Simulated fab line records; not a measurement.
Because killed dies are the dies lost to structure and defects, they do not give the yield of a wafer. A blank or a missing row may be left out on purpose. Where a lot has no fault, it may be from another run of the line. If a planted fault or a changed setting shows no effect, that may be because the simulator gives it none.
A struck lot beside a sound one -- flow sfqLine -- 21 steps out of a route of 325
Sound: the wafers L186.1, L186.2, L186.5. The struck wafers were L192.1, L192.4, L192.5. The cause comes at the end.
For every step that has rows: the tool of each side, followed by ch and its chambers, followed by its first start. Under that, the readings that differ: sound wafers -- struck wafers -- difference of the means -- sigmas: that difference in standard deviations of wafers without a fault.
alike: readings whose means differ by less than 2 such deviations, and words and numbers that are the same on both sides. not compared: withheld readings, readings that some wafer has no value for, bounds like >300 that may hide the same value, and numbers for which the record gives no deviation and whose values overlap.
Wherever a step has rows on one side only, a row that says differs or no value, or a row with sigmas, the two part there. Non-overlapping numbers with no deviation appear without sigmas and do not part them. A reading missing from all wafers of one side parts the sides only when that side holds two or more wafers.

first, 6 steps without rows for these wafers: SFQ_TRILAYER_L0_LITHO_COAT_010 (resist thk 62 nm); SFQ_TRILAYER_L0_LITHO_COAT_005 (resist thk 600 nm); SFQ_TRILAYER_L0_LITHO_SOFTBAKE_009; SFQ_TRILAYER_L0_LITHO_EXPOSE_006 (exposes mask L0, target cd 2000 nm); SFQ_TRILAYER_L0_LITHO_PEB_008 (peb time 60 s); SFQ_TRILAYER_L0_LITHO_DEVELOP_007 (time 60 s).
SFQ_TRILAYER_L0_BARC_OPEN_METAL_ETCH_010: etches BARC in O2, target depth 125 nm, time 41.7 s.
  sound on rieMetal-04 ch 0,1, day 3 20:59; struck on rieMetal-02 ch 1, day 4 15:44
reading,sound,struck,difference,sigmas
biasW (W),80.32 79.68 80.67,79.46 79.44 79.41,-0.79,-3
  alike: drypumpMotorCurrentA, oesProductAu
  not compared: rfHoursCounterH
SFQ_TRILAYER_L0_ETCH_METAL_ETCH_008: etches MoNx KI in SF6/O2, stops on SiO2, target depth 50 nm, time 25 s.
  sound on rieMetal-04 ch 0,1, day 3 21:02; struck on rieMetal-02 ch 1, day 4 15:47
  alike: biasW, drypumpMotorCurrentA, oesProductAu
  not compared: rfHoursCounterH
SFQ_TRILAYER_L0_STRIP_STRIP_009: strips in O2.
  sound on rieMetal-04 ch 0,1, day 3 21:05; struck on rieMetal-02 ch 1, day 4 15:50
  alike: drypumpMotorCurrentA, oesProductAu
  not compared: rfHoursCounterH
then, 3 steps without rows for these wafers: SFQ_TRILAYER_L0_STRIP_SOLV_CLEAN_010 (cleans in NMP, time 600 s); SFQ_TRILAYER_L0_CAP_PECVD_011 (deposits SiO2 from SiH4/N2O, time 13.333 s, target thk 60 nm); SFQ_TRILAYER_L0_VIA_LITHO_COAT_018 (resist thk 62 nm).
SFQ_TRILAYER_L0_VIA_LITHO_COAT_013: resist thk 650 nm.
  sound on lithoTrack-01 ch 0, day 3 22:53; struck on lithoTrack-01 ch 0, day 4 16:56
reading,sound,struck,difference,sigmas
resistLineTempC (C),22.91 22.85 22.93,23.17 23.32 23.13,+0.31,+3
model.KrF_of_TRILAYER_L0_VIA_LITHO_COAT_013.thkNm (nm),652.3 650.8 649,715.4 714.7 712.9,+63.6,
  alike: chillPlateTempC
then, 4 steps without rows for these wafers: SFQ_TRILAYER_L0_VIA_LITHO_SOFTBAKE_017; SFQ_TRILAYER_L0_VIA_LITHO_EXPOSE_014 (exposes mask L0V, target cd 700 nm); SFQ_TRILAYER_L0_VIA_LITHO_PEB_016 (peb time 60 s); SFQ_TRILAYER_L0_VIA_LITHO_DEVELOP_015 (time 60 s).
SFQ_L0V_OVL_MEAS_903:
  sound on overlay-01 at day 5 08:49; struck on overlay-02 at day 6 05:19
  alike: L0V_OVL
SFQ_TRILAYER_L0_VIA_BARC_OPEN_VIA_ETCH_021: etches BARC in O2, target depth 125 nm, time 41.7 s.
  sound on rieDiel-03 ch 0,1,3, day 5 08:51; struck on rieDiel-03 ch 1,3, day 6 05:21
  alike: biasW, drypumpMotorCurrentA, oesProductAu
  not compared: rfHoursCounterH
SFQ_TRILAYER_L0_VIA_ETCH_VIA_ETCH_016: etches SiO2 in CHF3, stops on MoNx KI, target depth 80 nm.
  sound on rieDiel-03 ch 0,1,3, day 5 08:53; struck on rieDiel-03 ch 1,3, day 6 05:25
reading,sound,struck,difference,sigmas
model.KrF_of_TRILAYER_L0_VIA_LITHO_COAT_013.thkNm (nm),561.8 562.9 558.3,624.8 624.2 622.2,+62.7,
  alike: biasW, drypumpMotorCurrentA, oesProductAu
SFQ_TRILAYER_L0_VIA_STRIP_STRIP_017: strips in O2.
  sound on rieMetal-03 ch 0,1, day 5 08:56; struck on rieMetal-03 ch 1, day 6 05:29
  alike: drypumpMotorCurrentA, oesProductAu
  not compared: rfHoursCounterH

## WHERE THEY PART
At SFQ_TRILAYER_L0_BARC_OPEN_METAL_ETCH_010 first; at SFQ_TRILAYER_L0_VIA_LITHO_COAT_013 last (within this record only). Later steps at which nothing parts them and some readings are alike: SFQ_L0V_OVL_MEAS_903, SFQ_TRILAYER_L0_VIA_BARC_OPEN_VIA_ETCH_021, SFQ_TRILAYER_L0_VIA_ETCH_VIA_ETCH_016, SFQ_TRILAYER_L0_VIA_STRIP_STRIP_017.

WHY: whatever the simulator had introduced
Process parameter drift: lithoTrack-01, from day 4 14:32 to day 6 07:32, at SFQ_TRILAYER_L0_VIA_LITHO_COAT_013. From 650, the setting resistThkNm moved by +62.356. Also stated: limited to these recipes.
